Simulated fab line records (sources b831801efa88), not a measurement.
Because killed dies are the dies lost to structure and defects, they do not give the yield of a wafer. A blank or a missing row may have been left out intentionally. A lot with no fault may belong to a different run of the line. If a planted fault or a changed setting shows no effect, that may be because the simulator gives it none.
A lot that was struck, set against a sound lot -- flow sky130 -- 16 out of 708 route steps
Sound: these wafers, L447.1, L447.2, L447.3. Struck: wafer L452.3 (left out: L452.4, a lot-mate that was not struck); the cause follows at the end.
Each step with rows lists, per side, the tool, then ch with its chambers, then its first start. Under that, the readings that differ: sound wafers -- struck wafers -- difference of the means -- sigmas: that difference in standard deviations of wafers without a fault.
alike: readings whose means differ by less than 2 such deviations, and words and numbers that are the same on both sides. not compared: withheld readings, readings that some wafer has no value for, bounds like >300 that may hide the same value, and numbers for which the record gives no deviation and whose values overlap.
Wherever a step has rows on one side only, a row that says differs or no value, or a row with sigmas, the two part there. When numbers do not overlap yet have no deviation, they are printed without sigmas and do not part them. Lack of a reading on every wafer of one side parts them only where that side has two or more wafers.

first, 7 steps without rows for these wafers: SKY_METAL4_HMDS_06 (prime time 60 s); SKY_METAL4_COAT_07 (resist thk 60 nm); SKY_METAL4_COAT_08 (resist thk 1140 nm); SKY_METAL4_SOFTBAKE_09 (time 90 s); SKY_METAL4_EXPOSE_10 (exposes mask MM4, target cd 300 nm); SKY_METAL4_PEB_11; SKY_METAL4_DEVELOP_12 (develop time 60 s).
SKY_METAL4_CD_MEAS_13: target cd 300 nm.
  sound: cdSem-01 at day 44 16:19; struck: cdSem-02 at day 46 01:57
reading,sound,struck,difference,sigmas
cdNm (nm),298.0 299.5 297.9,301.7,+3.2,+2
SKY_METAL4_OVL_MEAS_14:
  sound: overlay-02 at day 44 16:26; struck: overlay-01 at day 46 02:02
  alike: METAL4_OVL
SKY_METAL4_DESCUM_15: chemistry O2, time 8 s.
  sound on rieMetal-03 ch 0,1, day 44 16:28; struck on rieMetal-02 ch 0, day 46 02:05
  alike: drypumpMotorCurrentA, heBacksideLeakSccm, oesProductAu
  not compared: rfHoursCounterH
SKY_METAL4_ETCH_16: etches BARC in N2/H2, stops on SiO2, time 88.2 s, target depth 60 nm.
  sound on rieMetal-03 ch 0,1, day 44 16:29; struck on rieMetal-02 ch 0, day 46 02:08
  alike: drypumpMotorCurrentA, heBacksideLeakSccm, oesProductAu, throttleValvePct
  not compared: rfHoursCounterH
SKY_METAL4_ETCH_17: etches SiO2 in C4F8/O2/Ar, stops on TiN, time 3.9 s, target depth 15 nm.
  sound on rieDiel-03 ch 0,2,3, day 44 16:35; struck on rieDiel-04 ch 1, day 46 02:12
  alike: oesProductAu
  not compared: rfHoursCounterH
SKY_METAL4_METAL_ETCH_18: etches the open film in Cl2/BCl3, stops on SiO2, target depth 845 nm, time 183.1 s.
  sound on rieMetal-01 ch 0, day 44 16:37; struck on rieMetal-03 ch 0, day 46 02:16
reading,sound,struck,difference,sigmas
oesProductAu (a.u.),0.865 0.872 0.861,0.838,-0.028,-4
overEtchFrac,0.3 0.3 0.3,0.36119,+0.06119,
model.KrF-thick_of_METAL4_COAT_08.thkNm (nm),518.5 518.6 527.4,498.3,-23.2,
  alike: drypumpMotorCurrentA, heBacksideLeakSccm, throttleValvePct
  not compared: rfHoursCounterH
SKY_METAL4_STRIP_19: strips in O2/N2.
  sound on plasmaAsher-01 ch 0,1, day 44 16:58; struck on plasmaAsher-03 ch 1, day 46 02:26
reading,sound,struck,difference,sigmas
oesProductAu (a.u.),0.498 0.501 0.496,0.485,-0.013,-2
stripTimeToEndpointS (s),6.44 6.44 6.53,6.24,-0.23,-3
  alike: drypumpMotorCurrentA
  not compared: rfHoursCounterH
then, 1 step without rows for these wafers: SKY_METAL4_STRIP_20 (strips in post etch residue remover, time 1200 s).
SKY_PAD_OPEN_PROBE_99:
  sound wafers here have rows in the record (prober-01, day 48 07:14); struck ones have none

## WHERE THEY PART
At SKY_METAL4_CD_MEAS_13 first; at SKY_PAD_OPEN_PROBE_99 last (within this record only).

WHY: what the simulator had put in
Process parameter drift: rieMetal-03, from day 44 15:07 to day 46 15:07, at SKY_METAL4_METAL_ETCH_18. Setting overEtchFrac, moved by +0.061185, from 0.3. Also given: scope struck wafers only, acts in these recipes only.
